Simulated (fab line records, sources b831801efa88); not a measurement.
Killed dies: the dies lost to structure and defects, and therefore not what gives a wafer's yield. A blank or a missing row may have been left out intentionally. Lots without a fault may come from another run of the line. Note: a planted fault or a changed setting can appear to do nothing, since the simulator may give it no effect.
Which tool was responsible? :: flow sky130 :: 42 wafers from 14 lots sampled at 2 of the route's 708 steps

WHAT EACH GAUGE READ, for each wafer
SKY_PWDE_TW_MEAS_10. Usual: PWDE_TW gives 374.9 (standard deviation 1.6).
lot: L136
measured: day 4 01:50
on: film-metro-03
PWDE_TW: 376.1 373.6 373.8
flag: 

lot: L140
measured: day 4 22:45
on: film-metro-03
PWDE_TW: 377.8 376.6 375.0
flag: 

lot: L141
measured: day 5 02:59
on: film-metro-02
PWDE_TW: 373.0 373.5 373.7
flag: 

lot: L142
measured: day 5 08:06
on: film-metro-03
PWDE_TW: 377.1 377.5 373.9
flag: 

lot: L144
measured: day 5 23:47
on: film-metro-02
PWDE_TW: 371.0 371.5 375.2
flag: 

lot: L145
measured: day 6 00:29
on: film-metro-01
PWDE_TW: 377.8 374.0 374.5
flag: 

lot: L147
measured: day 6 10:06
on: film-metro-02
PWDE_TW: 373.7 372.3 375.1
flag: 

lot: L148
measured: day 6 15:09
on: film-metro-03
PWDE_TW: 374.5 376.0 374.9
flag: 

lot: L149
measured: day 6 21:34
on: film-metro-03
PWDE_TW: 375.7 375.5 377.5
flag: 

lot: L150
measured: day 7 03:02
on: film-metro-02
PWDE_TW: 376.3 377.6 375.7
flag: 

lot: L152
measured: day 7 15:57
on: film-metro-03
PWDE_TW: 375.1 374.7 378.1
flag: 

lot: L157
measured: day 9 04:09
on: film-metro-03
PWDE_TW: 376.6 375.6 374.9
flag: 

lot: L158
measured: day 9 03:59
on: film-metro-03
PWDE_TW: 378.6 376.9 375.2
flag: 

lot: L159
measured: day 9 16:35
on: film-metro-02
PWDE_TW: 375.0 374.6 375.9
flag: 

WHICH TOOL RAN EACH LOT (tool, then ch and the chambers of the sampled wafers, then the start)
lot: L136
SKY_FIELD_ISO_ETCH_17: rie-si-01 ch 0,1,3, day 2 07:22

lot: L140
SKY_FIELD_ISO_ETCH_17: rie-si-01 ch 0,1,3, day 3 04:47

lot: L141
SKY_FIELD_ISO_ETCH_17: rie-si-02 ch 0,2, day 3 08:43

lot: L142
SKY_FIELD_ISO_ETCH_17: rie-si-01 ch 0,1,3, day 3 13:55

lot: L144
SKY_FIELD_ISO_ETCH_17: rie-si-01 ch 0,2,3, day 4 00:20

lot: L145
SKY_FIELD_ISO_ETCH_17: rie-si-02 ch 0,2,3, day 4 03:11

lot: L147
SKY_FIELD_ISO_ETCH_17: rie-si-02 ch 0,3, day 4 14:46

lot: L148
SKY_FIELD_ISO_ETCH_17: rie-si-01 ch 0,3, day 4 19:14

lot: L149
SKY_FIELD_ISO_ETCH_17: rie-si-01 ch 1,2,3, day 5 02:19

lot: L150
SKY_FIELD_ISO_ETCH_17: rie-si-02 ch 1,2,3, day 5 05:16

lot: L152
SKY_FIELD_ISO_ETCH_17: rie-si-01 ch 0,1,2, day 5 16:32

lot: L157
SKY_FIELD_ISO_ETCH_17: rie-si-02 ch 0,2,3, day 6 22:49

lot: L158
SKY_FIELD_ISO_ETCH_17: rie-si-01 ch 1,2,3, day 7 03:34

lot: L159
SKY_FIELD_ISO_ETCH_17: rie-si-02 ch 1,2, day 7 12:13
- SKY_FIELD_ISO_ETCH_17: etches Si in HBr/Cl2/O2, target depth 342 nm, time 97.7 s.

AS READ BY THE TOOLS THEMSELVES (means over the sampled wafers that have a number; for cases with no such wafer, the mark the record gives instead)
SKY_FIELD_ISO_ETCH_17. Usual: drypump-motor-current-A 5.8 A, standard deviation 0.59; oes-product-au 0.996 a.u., standard deviation 0.011; throttle-valve-pct 25.660 %, standard deviation 0.011.
lot: L136
tool: rie-si-01
drypump-motor-current-A (A): 6.2
oes-product-au (a.u.): 1.000
throttle-valve-pct (%): 25.653
flag: 

lot: L140
tool: rie-si-01
drypump-motor-current-A (A): 6.2
oes-product-au (a.u.): 1.001
throttle-valve-pct (%): 25.655
flag: 

lot: L141
tool: rie-si-02
drypump-motor-current-A (A): 5.4
oes-product-au (a.u.): 0.994
throttle-valve-pct (%): 25.657
flag: 

lot: L142
tool: rie-si-01
drypump-motor-current-A (A): 6.2
oes-product-au (a.u.): 0.995
throttle-valve-pct (%): 25.652
flag: 

lot: L144
tool: rie-si-01
drypump-motor-current-A (A): 6.1
oes-product-au (a.u.): 0.993
throttle-valve-pct (%): 25.651
flag: 

lot: L145
tool: rie-si-02
drypump-motor-current-A (A): 5.5
oes-product-au (a.u.): 0.995
throttle-valve-pct (%): 25.656
flag: 

lot: L147
tool: rie-si-02
drypump-motor-current-A (A): 5.6
oes-product-au (a.u.): 0.996
throttle-valve-pct (%): 25.659
flag: 

lot: L148
tool: rie-si-01
drypump-motor-current-A (A): 6.3
oes-product-au (a.u.): 0.993
throttle-valve-pct (%): 25.671
flag: 

lot: L149
tool: rie-si-01
drypump-motor-current-A (A): 5.9
oes-product-au (a.u.): 0.989
throttle-valve-pct (%): 25.661
flag: 

lot: L150
tool: rie-si-02
drypump-motor-current-A (A): 5.4
oes-product-au (a.u.): 1.004
throttle-valve-pct (%): 25.656
flag: 

lot: L152
tool: rie-si-01
drypump-motor-current-A (A): 6.0
oes-product-au (a.u.): 0.998
throttle-valve-pct (%): 25.657
flag: 

lot: L157
tool: rie-si-02
drypump-motor-current-A (A): 5.5
oes-product-au (a.u.): 0.990
throttle-valve-pct (%): 25.657
flag: 

lot: L158
tool: rie-si-01
drypump-motor-current-A (A): 5.9
oes-product-au (a.u.): 0.990
throttle-valve-pct (%): 25.667
flag: 

lot: L159
tool: rie-si-02
drypump-motor-current-A (A): 5.8
oes-product-au (a.u.): 0.987
throttle-valve-pct (%): 25.662
flag: 

THE ANSWER, worked out from the rows above alone
Rule: take the mean of a lot's wafers that have a number; if it is more than 3 standard deviations from the usual mean, the lot is off. Also off: a lot with no number at a reading for which 4 or more lots have one. All remaining lots with rows at the step are treated as sound. First the gauges in route order, then the tools' own readings, where a lot's mean is used as printed above. At the first step where some lot is off, the reading lying furthest off is the one used; lots without a number count as furthest.
Nothing can be told from this: no lot is off at any reading shown.

WHAT WAS PUT IN BY THE SIMULATOR
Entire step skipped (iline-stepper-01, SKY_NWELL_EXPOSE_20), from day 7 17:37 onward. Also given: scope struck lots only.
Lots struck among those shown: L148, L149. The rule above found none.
